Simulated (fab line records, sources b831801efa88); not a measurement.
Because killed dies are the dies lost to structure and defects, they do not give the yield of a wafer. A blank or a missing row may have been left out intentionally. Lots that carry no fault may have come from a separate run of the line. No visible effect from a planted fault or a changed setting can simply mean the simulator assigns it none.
fab line records ; flow gf180mcu ; part 1 of 2: steps 1 to 27 of 39
record: lots: 5; wafers: 15; last-day: 33
route steps=602 shown HV_LDD@220 NSD@235 PSD@248
lots that met no fault: from a run of the same line without faults
start-h: start of the lot's first displayed wafer, in hours after the record's first day ; wait-h: hours since the lot's step before ; " the same as in the row above ; L1.1+2: several wafers, shown together as one row ; - no value, or no start was given ; * or withheld: withheld ; < > ~ a bound
route shown NAME@n: a module of which the file shows steps, and the number in the route of the first ; usual: mean and standard deviation over wafers with no fault ; same: alike in all rows ; chamber/n: place in a boat ; sites: the reading at each site ; _std_site: the values' standard deviation ; _edge_site: inner sites' mean taken away from outer sites' mean ; radius-mm: for every site, how far away it sits from the centre of the wafer ; mask NAME#n: copy n ; behind: tool/chamber where the wafer was last shaped ; hold: what put the lot on hold/how long, in hours/how the hold closed ; device: transistor that didn't switch, given as n, p or np ; end of line: the route-end tests of the same wafers ; a step with no rows: only its recipe ; killed: at the first sort, the dies lost to defects and structure; wafer yield is something else ; map: a wafer's dies, marking killed ones x, the rest . and places with no die _
set.NAME: the run value of the setting; set.NAME@STEP: its run value at that earlier step ; model.NAME: the simulator's own value behind a step, which no gauge read
lots at some steps of the route; a table a step, a row a wafer
services: from which hour (start-h, from the record's first day; less than 0 if before it) a tool's chamber was out of use, for how many hours, and why
== steps ==
step: GF_HV_LDD_PEB_44
recipe: temp-c: withheld; time-s: *; resist: NOVOLAK
lot.wafer;tool;chamber;start-h;wait-h
L079.1+4+5;litho-track-04;0;-;-
L081.1+2+6;litho-track-04;0;-;-
L086.1+2+4;litho-track-02;0;-;-
L087.1+5+6;litho-track-02;0;-;-
L091.1+4+5;litho-track-04;0;-;-
step: GF_HV_LDD_DEVELOP_45
recipe: develop-time-s: 60; dev-temp-c: 23
lot.wafer;tool;chamber;start-h;wait-h
L079.1+4+5;litho-track-04;0;318.60;0.1
L081.1+2+6;litho-track-04;0;331.20;0.1
L086.1+2+4;litho-track-02;0;369.22;0.1
L087.1+5+6;litho-track-02;0;376.97;0.1
L091.1+4+5;litho-track-04;0;407.25;0.1
step: GF_HV_LDD_CD_MEAS_46
recipe: target-cd-nm: 400
usual: cd-nm: 399.8/2.4
lot.wafer;tool;chamber;start-h;wait-h;cd-nm
L079.1;cd-sem-02;-;318.75;0.1;404.9
L079.4;cd-sem-02;-;318.75;0.1;405.0
L079.5;cd-sem-02;-;318.75;0.1;405.6
L081.1;cd-sem-01;-;331.35;0.1;399.4
L081.2;cd-sem-01;-;331.35;0.1;398.8
L081.6;cd-sem-01;-;331.35;0.1;397.1
L086.1;cd-sem-01;-;369.37;0.1;403.8
L086.2;cd-sem-01;-;369.37;0.1;399.9
L086.4;cd-sem-01;-;369.37;0.1;401.2
L087.1;cd-sem-02;-;377.12;0.1;396.5
L087.5;cd-sem-02;-;377.12;0.1;397.2
L087.6;cd-sem-02;-;377.12;0.1;395.4
L091.1;cd-sem-01;-;407.40;0.1;398.5
L091.4;cd-sem-01;-;407.40;0.1;400.4
L091.5;cd-sem-01;-;407.40;0.1;399.9
step: GF_HV_LDD_OVL_MEAS_47
usual: HV_LDD_03_OVL: 0.4/1.5
lot.wafer;tool;chamber;start-h;wait-h;HV_LDD_03_OVL[nm]
L079.1;overlay-01;-;318.87;0.1;-0.1
L079.4;overlay-01;-;318.87;0.1;0.4
L079.5;overlay-01;-;318.87;0.1;0.2
L081.1;overlay-02;-;331.47;0.1;-0.3
L081.2;overlay-02;-;331.47;0.1;0.8
L081.6;overlay-02;-;331.47;0.1;0.0
L086.1;overlay-01;-;369.49;0.1;-0.6
L086.2;overlay-01;-;369.49;0.1;-0.7
L086.4;overlay-01;-;369.49;0.1;-1.5
L087.1;overlay-01;-;377.24;0.1;-3.2
L087.5;overlay-01;-;377.24;0.1;-2.4
L087.6;overlay-01;-;377.24;0.1;-2.2
L091.1;overlay-02;-;407.52;0.1;-0.7
L091.4;overlay-02;-;407.52;0.1;-0.5
L091.5;overlay-02;-;407.52;0.1;-0.9
step: GF_HV_LDD_IMPLANT_48
recipe: species: B; energy-kev: 24.65; dose-cm2: 3e+13; tilt-deg: 7
usual: beam-energy-keV: 24.651/0.0071
same: implant-ion-amu: 11
lot.wafer;tool;chamber;start-h;wait-h;beam-energy-keV
L079.1;implanter-01;0;318.91;0.0;24.648
L079.4;implanter-01;0;318.91;0.0;24.647
L079.5;implanter-01;0;318.91;0.0;24.643
L081.1;implanter-02;0;331.51;0.0;24.651
L081.2;implanter-02;0;331.51;0.0;24.639
L081.6;implanter-02;0;331.51;0.0;24.652
L086.1;implanter-02;0;369.53;0.0;24.653
L086.2;implanter-02;0;369.53;0.0;24.653
L086.4;implanter-02;0;369.53;0.0;24.652
L087.1;implanter-04;0;377.28;0.0;24.635
L087.5;implanter-04;0;377.28;0.0;24.633
L087.6;implanter-04;0;377.28;0.0;24.644
L091.1;implanter-04;0;407.56;0.0;24.644
L091.4;implanter-04;0;407.56;0.0;24.645
L091.5;implanter-04;0;407.56;0.0;24.645
step: GF_HV_LDD_STRIP_49
recipe: chemistry: O2/N2; power-w: 1400; pressure-mtorr: 1500; platen-temp-c: 250; o2-flow-sccm: 3000; n2-flow-sccm: 300; overash-fraction: 0.5
usual: drypump-motor-current-A: 5.7/0.45; heater-power-w: 329/36; n2-flow-sccm: 300.0/0.93; oes-product-au: 0.716/0.0046; strip-time-to-endpoint-s: 12.63/0.033
lot.wafer;tool;chamber;start-h;wait-h;drypump-motor-current-A;heater-power-w;n2-flow-sccm;oes-product-au;rf-hours-counter-h;strip-time-to-endpoint-s
L079.1;plasma-asher-01;1;319.06;0.1;5.1;393;300.7;0.713;53;12.61
L079.4;plasma-asher-01;1;319.06;0.1;5.1;390;300.7;0.718;-;12.67
L079.5;plasma-asher-01;0;319.06;0.1;5.6;304;301.1;0.713;-;12.63
L081.1;plasma-asher-04;0;331.66;0.1;5.3;310;301.2;0.716;23;12.63
L081.2;plasma-asher-04;1;331.66;0.1;6.4;294;298.8;0.715;23;12.60
L081.6;plasma-asher-04;0;331.66;0.1;5.4;307;300.7;0.712;-;12.60
L086.1;plasma-asher-01;1;369.68;0.1;5.1;386;301.3;0.716;59;12.63
L086.2;plasma-asher-01;0;369.68;0.1;5.6;298;300.5;0.719;59;12.63
L086.4;plasma-asher-01;1;369.68;0.1;5.1;384;300.2;0.721;-;12.61
L087.1;plasma-asher-01;1;377.43;0.1;5.1;388;298.9;0.711;60;12.68
L087.5;plasma-asher-01;0;377.43;0.1;5.6;299;298.0;0.722;-;12.68
L087.6;plasma-asher-01;1;377.43;0.1;5.1;387;299.0;0.715;-;12.64
L091.1;plasma-asher-01;0;407.71;0.1;5.6;303;299.7;0.705;63;12.63
L091.4;plasma-asher-01;1;407.71;0.1;5.1;388;300.0;0.722;-;12.66
L091.5;plasma-asher-01;1;407.71;0.1;5.1;389;298.8;0.712;-;12.66
step: GF_HV_LDD_TW_MEAS_50
usual: HV_LDD_4_TW: 562/10
lot.wafer;tool;chamber;start-h;wait-h;HV_LDD_4_TW
L079.1;film-metro-03;-;319.16;0.1;554
L079.4;film-metro-03;-;319.16;0.1;555
L079.5;film-metro-03;-;319.16;0.1;558
L081.1;film-metro-01;-;331.76;0.1;561
L081.2;film-metro-01;-;331.76;0.1;562
L081.6;film-metro-01;-;331.76;0.1;558
L086.1;film-metro-02;-;369.78;0.1;575
L086.2;film-metro-02;-;369.78;0.1;575
L086.4;film-metro-02;-;369.78;0.1;577
L087.1;film-metro-02;-;377.53;0.1;579
L087.5;film-metro-02;-;377.53;0.1;579
L087.6;film-metro-02;-;377.53;0.1;576
L091.1;film-metro-03;-;407.81;0.1;550
L091.4;film-metro-03;-;407.81;0.1;550
L091.5;film-metro-03;-;407.81;0.1;554
step: GF_HV_LDD_CLEAN_51
recipe: chemistry: SC1/SC2; mix: 1:4:20; temp-c: 70; time-s: 150; dry: n2-spin
lot.wafer;tool;chamber;start-h;wait-h
L079.1+4+5;wet-bench-03;0;319.22;0.1
L081.1+2+6;wet-bench-02;0;331.82;0.1
L086.1+2+4;wet-bench-02;3;369.84;0.1
L087.1+5+6;wet-bench-02;1;377.59;0.1
L091.1+4+5;wet-bench-04;0;407.87;0.1
step: GF_HV_LDD_RTA_52
recipe: temp-c: 1000; time-s: 10; ambient: N2
usual: lamp-power-pct: 34.7/3; wafer_temp_C_max: 1005.8/1
lot.wafer;tool;chamber;start-h;wait-h;lamp-power-pct;wafer_temp_C_max
L079.1;rtp-anneal-02;0;319.27;0.0;37.3;1007.0
L079.4;rtp-anneal-02;0;319.27;0.0;37.3;1005.7
L079.5;rtp-anneal-02;0;319.27;0.0;37.2;1004.8
L081.1;rtp-anneal-02;0;331.87;0.0;37.2;1006.4
L081.2;rtp-anneal-02;0;331.87;0.0;37.3;1004.2
L081.6;rtp-anneal-02;0;331.87;0.0;37.2;1005.1
L086.1;rtp-anneal-02;0;369.89;0.0;37.2;1005.9
L086.2;rtp-anneal-02;0;369.89;0.0;37.3;1006.9
L086.4;rtp-anneal-02;0;369.89;0.0;37.3;1004.1
L087.1;rtp-anneal-02;0;377.64;0.0;37.2;1008.3
L087.5;rtp-anneal-02;0;377.64;0.0;37.3;1006.3
L087.6;rtp-anneal-02;0;377.64;0.0;37.2;1005.5
L091.1;rtp-anneal-02;0;407.92;0.0;37.3;1005.0
L091.4;rtp-anneal-02;0;407.92;0.0;37.3;1006.7
L091.5;rtp-anneal-02;0;407.92;0.0;37.2;1005.6
step: GF_HV_LDD_RS_MEAS_53
recipe: thk-meas-gauge: four-point-probe
usual: HV_LDD_RS: 419.2/0.83
lot.wafer;tool;chamber;start-h;wait-h;HV_LDD_RS[ohm/sq]
L079.1;film-metro-02;-;319.33;0.1;418.5
L079.4;film-metro-02;-;319.33;0.1;418.9
L079.5;film-metro-02;-;319.33;0.1;419.2
L081.1;film-metro-02;-;331.93;0.1;419.9
L081.2;film-metro-02;-;331.93;0.1;418.3
L081.6;film-metro-02;-;331.93;0.1;418.9
L086.1;film-metro-02;-;369.95;0.1;419.6
L086.2;film-metro-02;-;369.95;0.1;419.4
L086.4;film-metro-02;-;369.95;0.1;419.4
L087.1;film-metro-03;-;377.70;0.1;420.1
L087.5;film-metro-03;-;377.70;0.1;420.6
L087.6;film-metro-03;-;377.70;0.1;420.3
L091.1;film-metro-02;-;407.98;0.1;418.9
L091.4;film-metro-02;-;407.98;0.1;419.6
L091.5;film-metro-02;-;407.98;0.1;418.7
step: GF_HV_LDD_CVD_54
recipe: material: SiO2; target-thk-nm: 10; precursor: TEOS; temp-c: 680; time-s: 75; pressure-mtorr: 400
usual: zone-power-lower-pct: 10.9/0.63
lot.wafer;tool;chamber;start-h;wait-h;zone-power-lower-pct
L079.1;lpcvd-01;1;319.45;0.1;11.3
L079.4;lpcvd-01;1;319.45;0.1;11.4
L079.5;lpcvd-01;1;319.45;0.1;11.4
L081.1;lpcvd-02;0;332.54;0.6;9.9
L081.2;lpcvd-02;0;332.54;0.6;10.4
L081.6;lpcvd-02;0;332.54;0.6;10.2
L086.1;lpcvd-02;0;370.07;0.1;10.1
L086.2;lpcvd-02;0;370.07;0.1;10.1
L086.4;lpcvd-02;0;370.07;0.1;10.1
L087.1;lpcvd-01;1;377.82;0.1;11.4
L087.5;lpcvd-01;1;377.82;0.1;11.4
L087.6;lpcvd-01;1;377.82;0.1;11.5
L091.1;lpcvd-01;1;408.10;0.1;11.5
L091.4;lpcvd-01;1;408.10;0.1;11.4
L091.5;lpcvd-01;1;408.10;0.1;11.4
step: GF_HV_LDD_THK_MEAS_55
recipe: reads: SiO2_of_HV_LDD_CVD_54
usual: HV_LDD_CVD_54_THK: 9.95/0.13
lot.wafer;tool;chamber;start-h;wait-h;HV_LDD_CVD_54_THK[nm]
L079.1;film-metro-01;-;320.99;0.0;9.85
L079.4;film-metro-01;-;320.99;0.0;9.86
L079.5;film-metro-01;-;320.99;0.0;9.79
L081.1;film-metro-03;-;334.07;0.0;9.83
L081.2;film-metro-03;-;334.07;0.0;10.02
L081.6;film-metro-03;-;334.07;0.0;10.00
L086.1;film-metro-01;-;371.09;0.0;9.93
L086.2;film-metro-01;-;371.09;0.0;9.86
L086.4;film-metro-01;-;371.09;0.0;9.91
L087.1;film-metro-01;-;378.84;0.0;9.97
L087.5;film-metro-01;-;378.84;0.0;9.87
L087.6;film-metro-01;-;378.84;0.0;9.90
L091.1;film-metro-03;-;409.12;0.0;10.06
L091.4;film-metro-03;-;409.12;0.0;9.94
L091.5;film-metro-03;-;409.12;0.0;9.93
step: GF_HV_LDD_CVD_56
recipe: material: Si3N4; precursor: DCS/NH3; target-thk-nm: 90; temp-c: 770; time-s: 1543; pressure-mtorr: 250
usual: zone-power-lower-pct: 14.0/0.75
lot.wafer;tool;chamber;start-h;wait-h;zone-power-lower-pct
L079.1;lpcvd-02;1;321.05;0.1;14.8
L079.4;lpcvd-02;1;321.05;0.1;14.8
L079.5;lpcvd-02;1;321.05;0.1;14.8
L081.1;lpcvd-01;0;334.13;0.1;13.7
L081.2;lpcvd-01;0;334.13;0.1;13.7
L081.6;lpcvd-01;0;334.13;0.1;13.6
L086.1;lpcvd-01;1;371.15;0.1;14.4
L086.2;lpcvd-01;1;371.15;0.1;14.3
L086.4;lpcvd-01;1;371.15;0.1;14.5
L087.1;lpcvd-02;0;378.90;0.1;13.1
L087.5;lpcvd-02;0;378.90;0.1;12.9
L087.6;lpcvd-02;0;378.90;0.1;12.8
L091.1;lpcvd-02;1;409.18;0.1;14.7
L091.4;lpcvd-02;1;409.18;0.1;14.7
L091.5;lpcvd-02;1;409.18;0.1;14.8
step: GF_HV_LDD_THK_MEAS_57
recipe: reads: Si3N4_of_HV_LDD_CVD_56
usual: HV_LDD_CVD_56_THK: 89.7/0.79
lot.wafer;tool;chamber;start-h;wait-h;HV_LDD_CVD_56_THK[nm]
L079.1;film-metro-03;-;322.47;0.0;90.0
L079.4;film-metro-03;-;322.47;0.0;90.2
L079.5;film-metro-03;-;322.47;0.0;90.2
L081.1;film-metro-02;-;335.56;0.0;90.3
L081.2;film-metro-02;-;335.56;0.0;89.5
L081.6;film-metro-02;-;335.56;0.0;89.6
L086.1;film-metro-02;-;372.58;0.0;88.4
L086.2;film-metro-02;-;372.58;0.0;89.5
L086.4;film-metro-02;-;372.58;0.0;89.7
L087.1;film-metro-01;-;380.33;0.0;91.3
L087.5;film-metro-01;-;380.33;0.0;89.6
L087.6;film-metro-01;-;380.33;0.0;89.5
L091.1;film-metro-02;-;410.61;0.0;88.9
L091.4;film-metro-02;-;410.61;0.0;89.5
L091.5;film-metro-02;-;410.61;0.0;89.4
step: GF_HV_LDD_ETCHBACK_58
recipe: chemistry: CH3F/O2; target: Si3N4; stop-on: SiO2; source-w: 400; bias-w: 80; pressure-mtorr: 25; ch3f-flow-sccm: 40; O2_flow_sccm: 30; time-s: 100; target-depth-a: 900
usual: drypump-motor-current-A: 5.8/0.54; oes-product-au: 0.842/0.0067; throttle-valve-pct: 10.560/0.0089
lot.wafer;tool;chamber;start-h;wait-h;drypump-motor-current-A;oes-product-au;rf-hours-counter-h;throttle-valve-pct
L079.1;rie-diel-03;2;322.53;0.1;6.2;0.844;44;10.574
L079.4;rie-diel-03;0;322.53;0.1;5.4;0.849;15;10.552
L079.5;rie-diel-03;0;322.53;0.1;5.4;0.846;-;10.565
L081.1;rie-diel-01;2;335.62;0.1;6.2;0.846;10;10.549
L081.2;rie-diel-01;0;335.62;0.1;6.3;0.838;24;10.558
L081.6;rie-diel-01;1;335.62;0.1;4.9;0.834;-;10.559
L086.1;rie-diel-01;2;372.64;0.1;6.2;0.837;11;10.559
L086.2;rie-diel-01;3;372.64;0.1;6.0;0.846;9;10.569
L086.4;rie-diel-01;2;372.64;0.1;6.2;0.841;-;10.546
L087.1;rie-diel-01;2;380.39;0.1;6.2;0.859;11;10.542
L087.5;rie-diel-01;2;380.39;0.1;6.2;0.840;-;10.568
L087.6;rie-diel-01;1;380.39;0.1;4.8;0.835;-;10.554
L091.1;rie-diel-02;0;410.67;0.1;5.6;0.837;36;10.559
L091.4;rie-diel-02;3;410.67;0.1;5.2;0.833;24;10.566
L091.5;rie-diel-02;0;410.67;0.1;5.6;0.839;-;10.545
step: GF_NSD_DEHYDRATE_00
recipe: temp-c: 200; time-s: 60
lot.wafer;tool;chamber;start-h;wait-h
L079.1+4+5;litho-track-03;0;332.47;9.9
L081.1+2+6;litho-track-03;0;346.17;10.5
L086.1+2+4;litho-track-04;0;383.05;10.4
L087.1+5+6;litho-track-01;0;391.31;10.9
L091.1+4+5;litho-track-04;0;421.80;11.1
step: GF_NSD_HMDS_01
recipe: prime-time-s: 60; prime-temp-c: 120
lot.wafer;tool;chamber;start-h;wait-h
L079.1+4+5;litho-track-03;0;332.62;0.1
L081.1+2+6;litho-track-03;0;346.32;0.1
L086.1+2+4;litho-track-04;0;383.20;0.1
L087.1+5+6;litho-track-01;0;391.46;0.1
L091.1+4+5;litho-track-04;0;421.95;0.1
step: GF_NSD_COAT_02
recipe: resist: NOVOLAK; spin-rpm: 3000; resist-thk-nm: 1000
usual: dispense-pressure-kPa: 50.4/1.6
lot.wafer;tool;chamber;start-h;wait-h;dispense-pressure-kPa
L079.1;litho-track-03;0;332.77;0.1;51.6
L079.4;litho-track-03;0;332.77;0.1;51.6
L079.5;litho-track-03;0;332.77;0.1;51.6
L081.1;litho-track-03;0;346.47;0.1;51.6
L081.2;litho-track-03;0;346.47;0.1;51.6
L081.6;litho-track-03;0;346.47;0.1;51.6
L086.1;litho-track-04;0;383.35;0.1;47.7
L086.2;litho-track-04;0;383.35;0.1;47.7
L086.4;litho-track-04;0;383.35;0.1;47.7
L087.1;litho-track-01;0;391.61;0.1;51.0
L087.5;litho-track-01;0;391.61;0.1;51.0
L087.6;litho-track-01;0;391.61;0.1;51.0
L091.1;litho-track-04;0;422.10;0.1;47.7
L091.4;litho-track-04;0;422.10;0.1;47.7
L091.5;litho-track-04;0;422.10;0.1;47.7
step: GF_NSD_SOFTBAKE_03
recipe: temp-c: 90; time-s: 60; resist: NOVOLAK
lot.wafer;tool;chamber;start-h;wait-h
L079.1+4+5;litho-track-03;0;332.92;0.1
L081.1+2+6;litho-track-03;0;346.62;0.1
L086.1+2+4;litho-track-04;0;383.50;0.1
L087.1+5+6;litho-track-01;0;391.76;0.1
L091.1+4+5;litho-track-04;0;422.25;0.1
step: GF_NSD_EXPOSE_04
recipe: mask-id: Nplus; target-cd-nm: 400; na: 0.6; source-shape: conventional; sigma-outer: 0.6; dose-mj: 143.1
usual: focus-offset-nm: -0.1/0.51; reticle-temp-C: 23.03/0.12
lot.wafer;tool;chamber;start-h;wait-h;mask;focus-offset-nm;reticle-temp-C
L079.1;iline-stepper-01;0;-;-;Nplus#0;0.4;23.17
L079.4;iline-stepper-01;0;-;-;Nplus#0;-0.7;23.11
L079.5;iline-stepper-01;0;-;-;Nplus#0;-0.1;23.13
L081.1;iline-stepper-02;0;-;-;Nplus#0;0.9;23.16
L081.2;iline-stepper-02;0;-;-;Nplus#0;0.4;23.11
L081.6;iline-stepper-02;0;-;-;Nplus#0;0.1;23.10
L086.1;iline-stepper-01;0;-;-;Nplus#0;-0.4;22.92
L086.2;iline-stepper-01;0;-;-;Nplus#0;0.2;23.12
L086.4;iline-stepper-01;0;-;-;Nplus#0;0.7;22.89
L087.1;iline-stepper-01;0;-;-;Nplus#0;-0.2;22.88
L087.5;iline-stepper-01;0;-;-;Nplus#0;-0.5;22.91
L087.6;iline-stepper-01;0;-;-;Nplus#0;-0.1;22.88
L091.1;iline-stepper-02;0;-;-;Nplus#0;-0.5;23.20
L091.4;iline-stepper-02;0;-;-;Nplus#0;-0.3;23.12
L091.5;iline-stepper-02;0;-;-;Nplus#0;0.3;23.01
step: GF_NSD_PEB_05
recipe: temp-c: withheld; time-s: *; resist: NOVOLAK
lot.wafer;tool;chamber;start-h;wait-h
L079.1+4+5;litho-track-01;0;-;-
L081.1+2+6;litho-track-03;0;-;-
L086.1+2+4;litho-track-03;0;-;-
L087.1+5+6;litho-track-04;0;-;-
L091.1+4+5;litho-track-03;0;-;-
step: GF_NSD_DEVELOP_06
recipe: develop-time-s: 60; dev-temp-c: 23
lot.wafer;tool;chamber;start-h;wait-h
L079.1+4+5;litho-track-01;0;343.56;0.1
L081.1+2+6;litho-track-03;0;357.27;0.1
L086.1+2+4;litho-track-03;0;394.72;0.1
L087.1+5+6;litho-track-04;0;403.10;0.1
L091.1+4+5;litho-track-03;0;434.32;0.1
step: GF_NSD_CD_MEAS_07
recipe: target-cd-nm: 400
usual: cd-nm: 399.6/2.2
lot.wafer;tool;chamber;start-h;wait-h;cd-nm
L079.1;cd-sem-01;-;343.71;0.1;399.0
L079.4;cd-sem-01;-;343.71;0.1;398.9
L079.5;cd-sem-01;-;343.71;0.1;400.0
L081.1;cd-sem-02;-;357.42;0.1;397.3
L081.2;cd-sem-02;-;357.42;0.1;395.6
L081.6;cd-sem-02;-;357.42;0.1;398.3
L086.1;cd-sem-02;-;394.87;0.1;401.2
L086.2;cd-sem-02;-;394.87;0.1;399.1
L086.4;cd-sem-02;-;394.87;0.1;400.6
L087.1;cd-sem-01;-;403.25;0.1;398.5
L087.5;cd-sem-01;-;403.25;0.1;396.7
L087.6;cd-sem-01;-;403.25;0.1;399.7
L091.1;cd-sem-01;-;434.47;0.1;396.2
L091.4;cd-sem-01;-;434.47;0.1;396.2
L091.5;cd-sem-01;-;434.47;0.1;397.3
step: GF_NSD_OVL_MEAS_08
usual: NSD_OVL: -0.8/1.3
lot.wafer;tool;chamber;start-h;wait-h;NSD_OVL[nm]
L079.1;overlay-01;-;343.83;0.1;-0.9
L079.4;overlay-01;-;343.83;0.1;-1.3
L079.5;overlay-01;-;343.83;0.1;-1.2
L081.1;overlay-01;-;357.54;0.1;-0.2
L081.2;overlay-01;-;357.54;0.1;-2.5
L081.6;overlay-01;-;357.54;0.1;-0.8
L086.1;overlay-02;-;394.99;0.1;-1.6
L086.2;overlay-02;-;394.99;0.1;-1.8
L086.4;overlay-02;-;394.99;0.1;-1.3
L087.1;overlay-01;-;403.37;0.1;1.9
L087.5;overlay-01;-;403.37;0.1;0.7
L087.6;overlay-01;-;403.37;0.1;2.7
L091.1;overlay-01;-;434.59;0.1;0.7
L091.4;overlay-01;-;434.59;0.1;0.5
L091.5;overlay-01;-;434.59;0.1;-0.9
step: GF_NSD_IMPLANT_09
recipe: species: As; energy-kev: 60; dose-cm2: 4e+15; tilt-deg: 7
usual: beam-energy-keV: 60.000/0.018
same: implant-ion-amu: 75
lot.wafer;tool;chamber;start-h;wait-h;beam-energy-keV
L079.1;implanter-03;0;343.86;0.0;60.001
L079.4;implanter-03;0;343.86;0.0;59.985
L079.5;implanter-03;0;343.86;0.0;59.977
L081.1;implanter-03;0;357.57;0.0;60.023
L081.2;implanter-03;0;357.57;0.0;59.997
L081.6;implanter-03;0;357.57;0.0;60.003
L086.1;implanter-03;0;395.02;0.0;60.023
L086.2;implanter-03;0;395.02;0.0;60.017
L086.4;implanter-03;0;395.02;0.0;60.040
L087.1;implanter-04;0;403.41;0.0;59.967
L087.5;implanter-04;0;403.41;0.0;59.998
L087.6;implanter-04;0;403.41;0.0;60.016
L091.1;implanter-01;0;434.62;0.0;59.985
L091.4;implanter-01;0;434.62;0.0;60.007
L091.5;implanter-01;0;434.62;0.0;59.980
step: GF_NSD_IMPLANT_10
recipe: species: P; energy-kev: 40; dose-cm2: 5e+14; tilt-deg: 7
usual: beam-energy-keV: 40.002/0.012
same: implant-ion-amu: 31
lot.wafer;tool;chamber;start-h;wait-h;beam-energy-keV
L079.1;implanter-03;0;344.01;0.1;39.990
L079.4;implanter-03;0;344.01;0.1;40.004
L079.5;implanter-03;0;344.01;0.1;39.987
L081.1;implanter-03;0;357.72;0.1;39.983
L081.2;implanter-03;0;357.72;0.1;40.000
L081.6;implanter-03;0;357.72;0.1;39.990
L086.1;implanter-03;0;395.17;0.1;40.014
L086.2;implanter-03;0;395.17;0.1;39.993
L086.4;implanter-03;0;395.17;0.1;40.014
L087.1;implanter-04;0;403.56;0.1;40.014
L087.5;implanter-04;0;403.56;0.1;40.023
L087.6;implanter-04;0;403.56;0.1;39.999
L091.1;implanter-01;0;434.77;0.1;39.987
L091.4;implanter-01;0;434.77;0.1;39.999
L091.5;implanter-01;0;434.77;0.1;39.996
step: GF_NSD_STRIP_11
recipe: chemistry: O2/N2; power-w: 1400; pressure-mtorr: 1500; platen-temp-c: 250; o2-flow-sccm: 3000; n2-flow-sccm: 300; overash-fraction: 0.5
usual: drypump-motor-current-A: 5.7/0.45; heater-power-w: 356/45; n2-flow-sccm: 300.1/0.95; oes-product-au: 0.486/0.0042; strip-time-to-endpoint-s: 22.97/0.033
lot.wafer;tool;chamber;start-h;wait-h;drypump-motor-current-A;heater-power-w;n2-flow-sccm;oes-product-au;rf-hours-counter-h;strip-time-to-endpoint-s
L079.1;plasma-asher-02;1;344.16;0.1;6.2;414;299.6;0.487;66;22.96
L079.4;plasma-asher-02;0;344.16;0.1;5.9;356;299.7;0.490;-;22.99
L079.5;plasma-asher-02;0;344.16;0.1;5.9;354;299.9;0.484;-;23.00
L081.1;plasma-asher-01;0;357.87;0.1;5.6;304;301.1;0.484;58;22.93
L081.2;plasma-asher-01;1;357.87;0.1;5.1;381;298.4;0.489;58;22.95
L081.6;plasma-asher-01;1;357.87;0.1;5.1;395;299.4;0.484;-;22.91
L086.1;plasma-asher-02;1;395.32;0.1;6.3;423;299.9;0.498;71;22.95
L086.2;plasma-asher-02;0;395.32;0.1;6.0;363;300.6;0.485;71;22.96
L086.4;plasma-asher-02;1;395.32;0.1;6.3;418;300.2;0.488;-;22.96
L087.1;plasma-asher-04;0;403.71;0.1;5.3;310;300.2;0.491;30;22.95
L087.5;plasma-asher-04;1;403.71;0.1;6.4;284;298.1;0.482;-;22.95
L087.6;plasma-asher-04;0;403.71;0.1;5.3;316;301.2;0.489;-;22.90
L091.1;plasma-asher-02;1;434.92;0.1;6.3;414;301.0;0.490;0;23.01
L091.4;plasma-asher-02;0;434.92;0.1;5.9;364;301.1;0.487;-;23.03
L091.5;plasma-asher-02;0;434.92;0.1;5.9;373;301.1;0.486;-;23.03
